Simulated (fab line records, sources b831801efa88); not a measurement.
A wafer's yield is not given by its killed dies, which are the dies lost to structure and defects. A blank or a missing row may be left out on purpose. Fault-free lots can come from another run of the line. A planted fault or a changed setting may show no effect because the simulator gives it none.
The tool behind it: which one? / flow sfq_line / at 1 step of a route of 325, 14 lots with 42 wafers sampled

== WHAT THE GAUGES SHOWED, per wafer ==
Not one reading of a measure or inspect step in the record can be checked against a usual standard deviation.

== WHICH TOOL RAN EACH LOT (tool, then ch and the chambers of the sampled wafers, then the start) ==
lot=L555; SFQ_TRILAYER_I7_VIA_LITHO_COAT_187=litho_track-02 ch 0, day 77 16:57
lot=L556; SFQ_TRILAYER_I7_VIA_LITHO_COAT_187=litho_track-02 ch 0, day 77 20:00
lot=L559; SFQ_TRILAYER_I7_VIA_LITHO_COAT_187=litho_track-01 ch 0, day 78 06:51
lot=L560; SFQ_TRILAYER_I7_VIA_LITHO_COAT_187=litho_track-01 ch 0, day 78 08:10
lot=L561; SFQ_TRILAYER_I7_VIA_LITHO_COAT_187=litho_track-03 ch 0, day 78 14:07
lot=L562; SFQ_TRILAYER_I7_VIA_LITHO_COAT_187=litho_track-03 ch 0, day 78 17:10
lot=L563; SFQ_TRILAYER_I7_VIA_LITHO_COAT_187=litho_track-01 ch 0, day 79 06:06
lot=L564; SFQ_TRILAYER_I7_VIA_LITHO_COAT_187=litho_track-01 ch 0, day 79 21:40
lot=L569; SFQ_TRILAYER_I7_VIA_LITHO_COAT_187=litho_track-03 ch 0, day 86 00:54
lot=L573; SFQ_TRILAYER_I7_VIA_LITHO_COAT_187=litho_track-01 ch 0, day 86 11:28
lot=L574; SFQ_TRILAYER_I7_VIA_LITHO_COAT_187=litho_track-01 ch 0, day 86 13:19
lot=L575; SFQ_TRILAYER_I7_VIA_LITHO_COAT_187=litho_track-02 ch 0, day 86 14:28
lot=L576; SFQ_TRILAYER_I7_VIA_LITHO_COAT_187=litho_track-03 ch 0, day 86 16:16
lot=L578; SFQ_TRILAYER_I7_VIA_LITHO_COAT_187=litho_track-03 ch 0, day 88 01:47
- SFQ_TRILAYER_I7_VIA_LITHO_COAT_187: resist thk 650 nm.

== AS READ BY THE TOOLS THEMSELVES (means over the sampled wafers that have a number; for cases with no such wafer, the mark the record gives instead) ==
SFQ_TRILAYER_I7_VIA_LITHO_COAT_187. Usual: spin_speed_rpm at 2999.7 rpm, with a standard deviation of 2.1.
lot=L555; tool=litho_track-02; spin_speed_rpm (rpm)=2998.4; flag=
lot=L556; tool=litho_track-02; spin_speed_rpm (rpm)=3001.5; flag=
lot=L559; tool=litho_track-01; spin_speed_rpm (rpm)=2998.7; flag=
lot=L560; tool=litho_track-01; spin_speed_rpm (rpm)=2998.0; flag=
lot=L561; tool=litho_track-03; spin_speed_rpm (rpm)=2998.1; flag=
lot=L562; tool=litho_track-03; spin_speed_rpm (rpm)=3001.0; flag=
lot=L563; tool=litho_track-01; spin_speed_rpm (rpm)=3001.7; flag=
lot=L564; tool=litho_track-01; spin_speed_rpm (rpm)=2997.8; flag=
lot=L569; tool=litho_track-03; spin_speed_rpm (rpm)=3001.1; flag=
lot=L573; tool=litho_track-01; spin_speed_rpm (rpm)=3596.1; flag=OFF
lot=L574; tool=litho_track-01; spin_speed_rpm (rpm)=3594.2; flag=OFF
lot=L575; tool=litho_track-02; spin_speed_rpm (rpm)=2999.5; flag=
lot=L576; tool=litho_track-03; spin_speed_rpm (rpm)=2998.5; flag=
lot=L578; tool=litho_track-03; spin_speed_rpm (rpm)=2997.9; flag=

== THE ANSWER, worked out from the rows above alone ==
Rule: take the mean of a lot's wafers that have a number; if it is more than 3 standard deviations from the usual mean, the lot is off. A lot without any number at a reading at which 4 lots or more have one is off too. The other lots that the step has rows for count as sound. First the gauges in route order, then the tools' own readings, where a lot's mean is used as printed above. At the first step where some lot is off, the reading lying furthest off is the one used; lots without a number count as furthest.
Off at SFQ_TRILAYER_I7_VIA_LITHO_COAT_187 (spin_speed_rpm): L573, L574.
A tool fits if, at that step or a process step before it, it ran every lot that is off, and no sound lot after the first of them. One fits: SFQ_TRILAYER_I7_VIA_LITHO_COAT_187 on litho_track-01. A fault onset in the window from L564 (day 79 21:40, its last sound lot) to L573 (day 86 11:28, its first lot off) fits.
The tool's own readings at SFQ_TRILAYER_I7_VIA_LITHO_COAT_187 bear it out: on the lots that are off they differ by more than 5 times the standard deviation of the sound lots' means. spin_speed_rpm reads 3595.1 rpm there against 2999.3 rpm on the sound lots.

== WHAT WAS PUT IN BY THE SIMULATOR ==
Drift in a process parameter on litho_track-01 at SFQ_TRILAYER_I7_VIA_LITHO_COAT_187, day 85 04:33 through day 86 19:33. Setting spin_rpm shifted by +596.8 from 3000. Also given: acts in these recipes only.
Lots struck among those shown: L573, L574. The rule above found the same.
